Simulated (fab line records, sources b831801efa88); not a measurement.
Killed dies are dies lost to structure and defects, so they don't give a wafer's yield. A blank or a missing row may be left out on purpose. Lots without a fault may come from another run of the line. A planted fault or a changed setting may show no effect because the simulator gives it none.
A struck lot beside a sound one | flow sky130 | 28 steps out of a route of 708
Sound: wafers L870.2, L870.5, L870.6. Struck: wafer L883.2. (L883.3, L883.6 of the same lot were not struck and are left out.) The cause comes at the end.
At each step with rows: each side's tool, then ch and its chambers, then its first start. Under that, the readings that differ: sound wafers | struck wafers | difference of the means | sigmas: that difference in standard deviations of wafers without a fault.
alike: readings whose means differ by less than 2 such deviations, and words and numbers that are the same on both sides. not compared: withheld readings, readings that some wafer has no value for, bounds like >300 that may hide the same value, and numbers for which the record gives no deviation and whose values overlap.
The two part at a step that has a row with sigmas, a row that says differs or no value, or rows on one side only. Numbers that don't overlap but have no deviation are shown without sigmas and don't part them. A reading that every wafer of one side lacks parts them only if that side has two wafers or more.

SKY_VIA3_SPUTTER_20: material TiN, target thk 20 nm, time 80 s.
  sound on pvd_sputter-02, day 41 06:05; struck on pvd_sputter-02, day 44 08:16
  alike: cathode_dc_power_W, throttle_valve_pct
SKY_VIA3_CVD_21: deposits W, target thk 390 nm, time 117.31 s.
  sound on cvd_w-01 ch 0,1, day 41 06:10; struck on cvd_w-02 ch 0, day 44 08:20
  alike: heater_power_w
SKY_VIA3_RS_MEAS_22: measures by four-point-probe.
  sound on film_metro-01, day 41 06:18; struck on film_metro-03, day 44 08:28
  alike: VIA3_W_RS
SKY_VIA3_THK_MEAS_23: measures by xrf.
  sound on film_metro-01, day 41 06:25; struck on film_metro-03, day 44 08:35
  alike: VIA3_W_THK
SKY_VIA3_CMP_24: polishes, stops on SiO2, t overpolish 20 s, target thk 0 nm.
  sound on cmp-01 ch 1,2, day 41 06:28; struck on cmp-02 ch 2, day 44 08:44
  reading             | sound          | struck | difference | sigmas
  motor_current_A (A) | 12.4 11.6 12.3 | 9.4    | -2.7       | -2
  alike: overpolish_run_s, time_to_endpoint_s
then, 4 steps without rows for these wafers: SKY_METAL4_SPUTTER_00 (material Ti, target thk 15 nm, time 10 s); SKY_METAL4_SPUTTER_01 (material TiN, target thk 20 nm, time 16.7 s); SKY_METAL4_SPUTTER_02 (material AlCu, target thk 735 nm, time 39.1 s); SKY_METAL4_SPUTTER_03 (material Ti, target thk 5 nm, time 3.3 s).
SKY_METAL4_SPUTTER_04: material TiN, target thk 70 nm, time 58.3 s.
  sound on pvd_sputter-01, day 41 06:52; struck on pvd_sputter-04, day 44 09:02
  reading                | sound          | struck | difference | sigmas
  throttle_valve_pct (%) | 32.1 29.7 30.0 | 27.6   | -3.0       | -3
  alike: cathode_dc_power_W
SKY_CAP2M_CVD_00: deposits SiO2, target thk 15.5 nm.
  sound on pecvd-03 ch 0,2, day 41 06:55; struck on pecvd-04 ch 2, day 44 09:05
  alike: heater_power_w
SKY_CAP2M_THK_MEAS_01:
  sound on film_metro-04, day 41 06:56; struck on film_metro-04, day 44 09:07
  reading               | sound             | struck | difference | sigmas
  CAP2M_CVD_00_THK (nm) | 15.73 15.79 15.75 | 15.18  | -0.58      | -2
SKY_CAP2M_SPUTTER_02: material TiN, target thk 200 nm, time 166.7 s.
  sound on pvd_sputter-04, day 41 06:59; struck on pvd_sputter-03, day 44 09:10
  reading                                   | sound           | struck | difference | sigmas
  model.TiN_of_CAP2M_SPUTTER_02.thk_nm (nm) | 203 205.8 200.3 | 319.3  | +116.3     |
  alike: cathode_dc_power_W, throttle_valve_pct
SKY_CAP2M_RS_MEAS_03: measures by four-point-probe.
  sound on film_metro-02, day 41 07:07; struck on film_metro-04, day 44 09:18
  reading               | sound          | struck | difference | sigmas
  CAP2M_TIN_RS (ohm/sq) | 6.80 6.72 6.89 | 4.29   | -2.51      | -26
SKY_CAP2M_THK_MEAS_04: measures by xrf.
  sound on film_metro-02, day 41 07:14; struck on film_metro-04, day 44 09:25
  reading            | sound             | struck | difference | sigmas
  CAP2M_TIN_THK (nm) | 203.9 206.7 201.0 | 321.4  | +117.5     | +44
then, 7 steps without rows for these wafers: SKY_CAP2M_DEHYDRATE_05 (time 60 s); SKY_CAP2M_HMDS_06 (prime time 60 s); SKY_CAP2M_COAT_07 (resist thk 1140 nm); SKY_CAP2M_SOFTBAKE_08 (time 60 s); SKY_CAP2M_EXPOSE_09 (exposes mask CAP2M, target cd 1000 nm); SKY_CAP2M_PEB_10; SKY_CAP2M_DEVELOP_11 (develop time 60 s).
SKY_CAP2M_OVL_MEAS_12:
  sound on overlay-01, day 42 06:06; struck on overlay-01, day 45 06:55
  alike: CAP2M_OVL
SKY_CAP2M_METAL_ETCH_13: etches TiN in Cl2/BCl3, stops on SiO2, target depth 220 nm, time 62.9 s.
  sound on rie_metal-03 ch 0,1, day 42 06:08; struck on rie_metal-02 ch 0, day 45 06:56
  reading                | sound                | struck | difference | sigmas
  oes_product_au (a.u.)  | 0.952 0.953 0.945    | 1.006  | +0.056     | +6
  throttle_valve_pct (%) | 21.907 21.875 21.912 | 21.872 | -0.026     | -2
  alike: drypump_motor_current_A
  not compared: rf_hours_counter_h
then, 1 step without rows for these wafers: SKY_CAP2M_STRIP_14 (strips in O2/N2).
SKY_CAP2M_STRIP_15: strips in post etch residue remover, time 1200 s.
  sound on wet_bench-04 ch 1, day 42 06:19; struck on wet_bench-01 ch 3, day 45 07:07
  reading                                   | sound             | struck | difference | sigmas
  model.TiN_of_CAP2M_SPUTTER_02.thk_nm (nm) | 202.6 205.4 199.8 | 318.9  | +116.3     |
then, 1 step without rows for these wafers: SKY_CAP2M_CLEAN_16 (cleans in IPA, time 180 s).
-- the record jumps here: 4 days lie between the struck wafers' starts before and after (it left off in module CAP2M and takes up again in module PAD_OPEN, whose first step shown is number 708 of the route) --
SKY_PAD_OPEN_PROBE_99:
  the record has rows for the struck wafers here (prober-01, day 49 16:17) and none for the sound ones

WHERE THEY PART
First at SKY_VIA3_CMP_24; last, within this record, at SKY_PAD_OPEN_PROBE_99.

WHY: what the simulator had put in
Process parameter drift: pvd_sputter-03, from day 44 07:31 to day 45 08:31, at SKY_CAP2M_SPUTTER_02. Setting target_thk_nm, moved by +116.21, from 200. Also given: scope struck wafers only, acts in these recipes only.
